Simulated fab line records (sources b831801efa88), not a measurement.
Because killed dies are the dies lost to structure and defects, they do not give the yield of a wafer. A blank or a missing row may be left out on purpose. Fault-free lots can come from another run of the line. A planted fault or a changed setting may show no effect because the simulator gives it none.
2 desks looking at one fault + flow sfq_line + what lay behind the numbers comes last; until then each desk has only its own

== THE METROLOGY DESK ==
What the gauges read, lot by lot, whatever tool the lot ran on: means of the sampled wafers that have a number. The brackets show how far a lot's mean lies from the usual mean; more than 4 standard deviations puts the lot out of limits, marked OUT.
Columns: A = INCOMING_BOW at SFQ_INCOMING_BOW_MEAS_900, usual -1 um; B = L0_MONX_KI_RS at SFQ_L0_RS_MEAS_901, usual 43.5 ohm/sq; C = L0_MONX_KI_THK at SFQ_L0_THK_MEAS_902, usual 39.4 nm
| lot  | first seen here | A  | B    | C    |
|------|-----------------|----|------|------|
| L822 | day 1 10:02     | 4  | 43.4 | 39.4 |
| L823 | day 1 15:01     | -7 | 43.2 | 39.7 |
| L834 | day 3 22:01     | 3  | 44.7 | 38.5 |
| L835 | day 4 03:02     | 0  | 44.0 | 39.2 |
| L841 | day 5 09:02     | -5 | 43.5 | 40.1 |
| L842 | day 5 14:02     | 3  | 43.3 | 39.8 |
Result from this desk: across the 6 lots, nothing is out of limits.

== FOR THE TOOL OWNER'S DESK: pvd_sputter-03 ==
The tool's own readings at SFQ_TRILAYER_L0_DEP_SPUTTER_003 (material MoNx KI, target thk 40 nm, time 100 s): means of the sampled wafers that have a number, for each lot that ran on this tool. The brackets show how far a lot's mean lies from the usual mean; more than 4 standard deviations puts the lot out of limits, marked OUT.
Columns: A = throttle_valve_pct at SFQ_TRILAYER_L0_DEP_SPUTTER_003, usual 29.3 %
| lot  | first seen here | A    |
|------|-----------------|------|
| L822 | day 1 12:29     | 29.1 |
| L834 | day 4 00:29     | 31.3 |
| L835 | day 4 05:29     | 30.1 |
Result from this desk: across the 3 lots, nothing is out of limits.

== PUT TOGETHER ==
Metrology desk: nothing out of limits seen.
Nothing out of limits was seen by the tool owner's desk.

== WHAT HAD BEEN PUT IN BY THE SIMULATOR ==
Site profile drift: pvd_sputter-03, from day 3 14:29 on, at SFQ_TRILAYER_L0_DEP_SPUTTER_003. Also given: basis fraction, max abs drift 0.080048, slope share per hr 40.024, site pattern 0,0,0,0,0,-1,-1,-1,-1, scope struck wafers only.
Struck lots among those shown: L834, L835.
